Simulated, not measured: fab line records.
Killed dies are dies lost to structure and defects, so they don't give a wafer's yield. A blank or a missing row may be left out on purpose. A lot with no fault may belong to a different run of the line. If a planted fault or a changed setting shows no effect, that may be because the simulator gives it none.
Which of the tools did it? ; flow sky130 ; 11 lots with 33 wafers sampled at 4 steps, on a route of 708 steps

WHAT EACH GAUGE READ, for each wafer
SKY_METAL3_CD_MEAS_13: target cd 300 nm.
lot;measured;on;cd_nm (nm)
L982;day 38 10:29;cd_sem-02;299.1 299.2 301.1
L987;day 40 02:28;cd_sem-01;298.4 297.1 298.2
L990;day 41 05:58;cd_sem-01;300.2 300.5 298.6
L994;day 42 05:17;cd_sem-02;301.1 300.5 299.6
L995;day 42 12:20;cd_sem-01;300.9 301.0 300.8
L996;day 42 15:40;cd_sem-02;299.7 298.4 299.1
L997;day 43 03:07;cd_sem-01;297.4 298.7 297.4
L101;day 44 11:40;cd_sem-02;299.6 298.1 298.9
L103;day 44 12:29;cd_sem-01;299.3 299.7 300.3
L104;day 44 18:10;cd_sem-02;296.1 297.0 296.7
L105;day 44 23:02;cd_sem-01;300.7 299.4 300.6

SKY_VIA3_OVL_MEAS_13.
lot;measured;on;VIA3_OVL (nm)
L982;day 39 14:02;overlay-02;8 11 2
L987;day 41 03:59;overlay-02;6 11 6
L990;day 42 06:38;overlay-01;6 18 1
L994;day 43 06:23;overlay-02;1 -3 2
L995;day 43 13:16;overlay-01;13 -2 4
L996;day 43 15:49;overlay-02;-7 -1 -2
L997;day 44 02:38;overlay-02;-6 -9 -2
L101;day 45 11:26;overlay-01;2 -2 1
L103;day 45 12:19;overlay-01;-6 3 -7
L104;day 45 17:51;overlay-01;-1 -2 -1
L105;day 45 21:49;overlay-01;-7 -7 -3

WHICH TOOL RAN EACH LOT (tool, then ch and the chambers of the sampled wafers, then the start)
lot;SKY_METAL3_METAL_ETCH_18;SKY_VIA3_HDPCVD_00
L982;rie_metal-02 ch 0,1, day 38 10:56;hdpcvd-02 ch 0,2, day 38 11:42
L987;rie_metal-03 ch 0,1, day 40 02:45;hdpcvd-01 ch 0,1, day 40 03:31
L990;rie_metal-02 ch 0,1, day 41 06:15;hdpcvd-02 ch 0,1, day 41 07:01
L994;rie_metal-03 ch 0,1, day 42 05:36;hdpcvd-02 ch 0,1, day 42 06:22
L995;rie_metal-02 ch 0,1, day 42 12:40;hdpcvd-01 ch 1,2, day 42 13:22
L996;rie_metal-02 ch 0, day 42 15:58;hdpcvd-01 ch 1,2, day 42 16:45
L997;rie_metal-03 ch 0,1, day 43 03:25;hdpcvd-01 ch 0,1, day 43 04:12
L101;rie_metal-01 ch 0,1, day 44 12:01;hdpcvd-02 ch 0,1, day 44 12:49
L103;rie_metal-03 ch 0,1, day 44 12:49;hdpcvd-01 ch 0,2, day 44 13:31
L104;rie_metal-03 ch 0,1, day 44 18:31;hdpcvd-02 ch 0,1,2, day 44 19:19
L105;rie_metal-03 ch 0,1, day 44 23:23;hdpcvd-02 ch 0,1, day 45 00:08
- SKY_METAL3_METAL_ETCH_18: etches the open film in Cl2/BCl3, stops on SiO2, target depth 845 nm, time 183.1 s.
- SKY_VIA3_HDPCVD_00: deposits SiO2, target thk 1635 nm, time 272.5 s.

AS READ BY THE TOOLS THEMSELVES (means over the sampled wafers that have a number; for cases with no such wafer, the mark the record gives instead)
SKY_METAL3_METAL_ETCH_18.
lot;tool;drypump_motor_current_A (A);oes_product_au (a.u.);throttle_valve_pct (%)
L982;rie_metal-02;5.56;0.869;22.267
L987;rie_metal-03;5.73;0.872;22.260
L990;rie_metal-02;5.39;0.870;22.264
L994;rie_metal-03;5.55;0.861;22.269
L995;rie_metal-02;5.57;0.868;22.267
L996;rie_metal-02;5.73;0.864;22.260
L997;rie_metal-03;5.68;0.862;22.270
L101;rie_metal-01;5.42;0.864;22.267
L103;rie_metal-03;5.53;0.871;22.266
L104;rie_metal-03;5.72;0.867;22.261
L105;rie_metal-03;5.55;0.874;22.263

SKY_VIA3_HDPCVD_00.
lot;tool;pressure_mtorr (mTorr);run_length_s (s)
L982;hdpcvd-02;6.003;300.3
L987;hdpcvd-01;5.990;300.2
L990;hdpcvd-02;6.007;300.3
L994;hdpcvd-02;-;-
L995;hdpcvd-01;-;-
L996;hdpcvd-01;-;-
L997;hdpcvd-01;5.998;300.0
L101;hdpcvd-02;5.995;300.5
L103;hdpcvd-01;6.001;300.0
L104;hdpcvd-02;6.005;300.3
L105;hdpcvd-02;5.994;300.5

THE ANSWER, worked out from the rows above alone
Rule: what is usual is taken from the lots themselves. Put in order of their means at a reading, lots are off if they are a third of the lots or fewer, leave a main group of 4 or more, and stand apart from it by a gap of 3 or more times the standard deviation of the main group's means; of several such gaps the widest counts. The tables above print the reading to a certain number of digits; a main group whose means all agree to those digits is not used. A lot without any number at a reading at which 4 lots or more have one is off too. Any other lot the step has rows for is counted as sound. First the gauges in route order, then the tools' own readings, where a lot's mean is used as printed above. At the first step where some lot is off, the reading lying furthest off is the one used; lots without a number count as furthest.
Off, at SKY_VIA3_HDPCVD_00 on pressure_mtorr: L994, L995, L996. Without a number there: L994, L995, L996. Mean 5.999 mTorr and standard deviation 0.0055 in the main group.
A tool fits if, at that step or a process step before it, it ran every lot that is off, and no sound lot after the first of them. None of those tried fits.

WHAT THE SIMULATOR HAD PUT IN
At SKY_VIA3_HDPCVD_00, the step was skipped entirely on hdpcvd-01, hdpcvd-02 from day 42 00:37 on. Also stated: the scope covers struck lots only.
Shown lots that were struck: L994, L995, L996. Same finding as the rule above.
